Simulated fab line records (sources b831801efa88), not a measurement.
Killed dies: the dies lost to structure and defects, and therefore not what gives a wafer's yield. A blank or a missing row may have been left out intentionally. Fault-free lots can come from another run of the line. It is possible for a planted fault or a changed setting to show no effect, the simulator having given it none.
Split-lot trial -- flow sky130 -- 23 wafers read from 5 lots, route of 708 steps

THE SPLIT
At SKY_LDD_LDN_IMPLANT_09, the setting energyKev was moved away from the recipe's 15 on 8 of the 23 wafers read, by -3.7% to +1.8%. The other wafers ran this setting at the recipe's value.

The split's own step is where the reading is taken.

THE READING
The simulator's own value implant.drpNm, read by no gauge, in nm at SKY_LDD_LDN_IMPLANT_09. The file does not state a usual value for it.

wafer,"tool, chamber at the split",energyKev as run,against the recipe,"implant.drpNm, nm",against lot-mates on the recipe
L074.1,"implanter-03, 0",15,recipe,5.933,-
L074.2,"implanter-03, 0",15,recipe,5.933,-
L074.5,"implanter-03, 0",15,recipe,5.933,-
L077.2,"implanter-04, 0",15,recipe,5.933,-
L077.4,"implanter-04, 0",15,recipe,5.933,-
L077.6,"implanter-04, 0",15,recipe,5.933,-
L077.3,"implanter-04, 0",15.27,+1.8%,6.005,+0.072
L077.5,"implanter-04, 0",15.27,+1.8%,6.005,+0.072
L078.1,"implanter-04, 0",14.44,-3.7%,5.779,-0.154
L078.4,"implanter-04, 0",14.44,-3.7%,5.779,-0.154
L078.6,"implanter-04, 0",14.44,-3.7%,5.779,-0.154
L078.3,"implanter-04, 0",15,recipe,5.933,-
L078.5,"implanter-04, 0",15,recipe,5.933,-
L080.1,"implanter-01, 0",15,recipe,5.933,-
L080.2,"implanter-01, 0",15,recipe,5.933,-
L080.3,"implanter-01, 0",15,recipe,5.933,-
L080.5,"implanter-01, 0",15,recipe,5.933,-
L080.6,"implanter-01, 0",15,recipe,5.933,-
L084.1,"implanter-01, 0",14.72,-1.9%,5.857,-0.076
L084.2,"implanter-01, 0",14.72,-1.9%,5.857,-0.076
L084.3,"implanter-01, 0",14.72,-1.9%,5.857,-0.076
L084.4,"implanter-01, 0",15,recipe,5.933,-
L084.6,"implanter-01, 0",15,recipe,5.933,-

THE FIT
A straight line over all 23 wafers: implant.drpNm changes by +0.041 nm for each +1% of energyKev; r = +1.00; the points scatter about the line by 0.00065 nm.
The same after taking each lot's own level away (the mean of its wafers on the recipe; 23 wafers): +0.041 nm for each +1%; r = +1.00; scatter 0.00065 nm.
That fit puts the effect of the largest move of energyKev on the reading at 0.15 nm.
The lots' own levels span 5.9330 to 5.9330 nm.
Consequently the slope shifts little with the lot-to-lot level, the two slopes agreeing.
Check: -0.153 nm against its lot-mates is what the line predicts for one of the wafers moved furthest among these (-3.7%) when that wafer is left out of the fit. It came out at -0.154 nm against them.

FURTHER SPLITS ON THESE WAFERS
Note: prior to the reading, these wafers also went through further splits. Each is held against what the fit with the lots' levels taken away leaves over:
other split on the same wafers,wafers away from the commonest value,r with implant.drpNm (lot level and that fit taken away)
SKY_LDD_HVP_SOFTBAKE_03 tempC,6,-0.36
SKY_LDD_LDN_IMPLANT_08 energyKev,7,+0.32

FILE'S OWN FIT
implant.drpNm changes by +0.041 nm for each +1% of energyKev, r = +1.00.
